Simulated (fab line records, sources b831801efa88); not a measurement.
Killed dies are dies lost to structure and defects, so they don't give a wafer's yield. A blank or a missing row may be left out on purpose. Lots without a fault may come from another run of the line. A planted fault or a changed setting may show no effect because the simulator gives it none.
Which tool did it? | flow sky130 | 6 lots, 16 wafers sampled, at 3 steps of a route of 708

WHAT THE GAUGES READ, wafer by wafer
SKY_VIA2_CD_MEAS_12: target cd 200 nm.
lot  | measured     | on        | cd_nm (nm)
L658 | day 36 12:33 | cd_sem-01 | 200.0 200.5 200.0
L660 | day 37 19:37 | cd_sem-02 | 201.1 202.3 202.5
L666 | day 39 03:18 | cd_sem-01 | 202.0 199.6 201.4
L669 | day 40 04:44 | cd_sem-02 | 199.7 199.8 198.8
L673 | day 41 01:30 | cd_sem-02 | 202.4 183.1
L675 | day 42 01:23 | cd_sem-01 | 182.3 199.2

WHICH TOOL RAN EACH LOT (tool, then ch and the chambers of the sampled wafers, then the start)
lot  | SKY_METAL2_SPUTTER_04        | SKY_VIA2_EXPOSE_09
L658 | pvd_sputter-02, day 34 05:16 | krf_scanner-01 ch 0, day 36 00:20
L660 | pvd_sputter-02, day 35 09:06 | krf_scanner-02 ch 0, day 37 06:55
L666 | pvd_sputter-03, day 36 22:31 | krf_scanner-02 ch 0, day 38 14:57
L669 | pvd_sputter-03, day 38 00:45 | krf_scanner-01 ch 0, day 39 16:13
L673 | pvd_sputter-03, day 38 22:32 | krf_scanner-01 ch 0, day 40 13:13
L675 | pvd_sputter-01, day 39 23:41 | krf_scanner-01 ch 0, day 41 13:59
- SKY_METAL2_SPUTTER_04: material TiN, target thk 70 nm, time 58.3 s.
- SKY_VIA2_EXPOSE_09: exposes mask VIM2, target cd 200 nm.

THE ANSWER, worked out from the rows above alone
Rule: what is usual is taken from the lots themselves. Put in order of their means at a reading, lots are off if they are a third of the lots or fewer, leave a main group of 4 or more, and stand apart from it by a gap of 3 or more times the standard deviation of the main group's means; of several such gaps the widest counts. A main group whose means are all the same, to the digits that the tables above print for the reading, isn't used. A lot without any number at a reading at which 4 lots or more have one is off too. The other lots that the step has rows for count as sound.
Off: L673, L675, at SKY_VIA2_CD_MEAS_12 (cd_nm). The main group: mean 200.6 nm, standard deviation 0.94.
A tool fits if, at a process step before that reading, it ran every lot that is off, and no sound lot after the first of them. The gauges at SKY_VIA2_CD_MEAS_12 are tried like those tools. One fits: krf_scanner-01 at SKY_VIA2_EXPOSE_09. Its last sound lot is L669 (day 39 16:13), its first lot that is off L673 (day 40 13:13): a fault that began between those two fits.

WHAT THE SIMULATOR HAD PUT IN
Process parameter drift: krf_scanner-01, from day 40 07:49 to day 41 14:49, at SKY_VIA2_EXPOSE_09. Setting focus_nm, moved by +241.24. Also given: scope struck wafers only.
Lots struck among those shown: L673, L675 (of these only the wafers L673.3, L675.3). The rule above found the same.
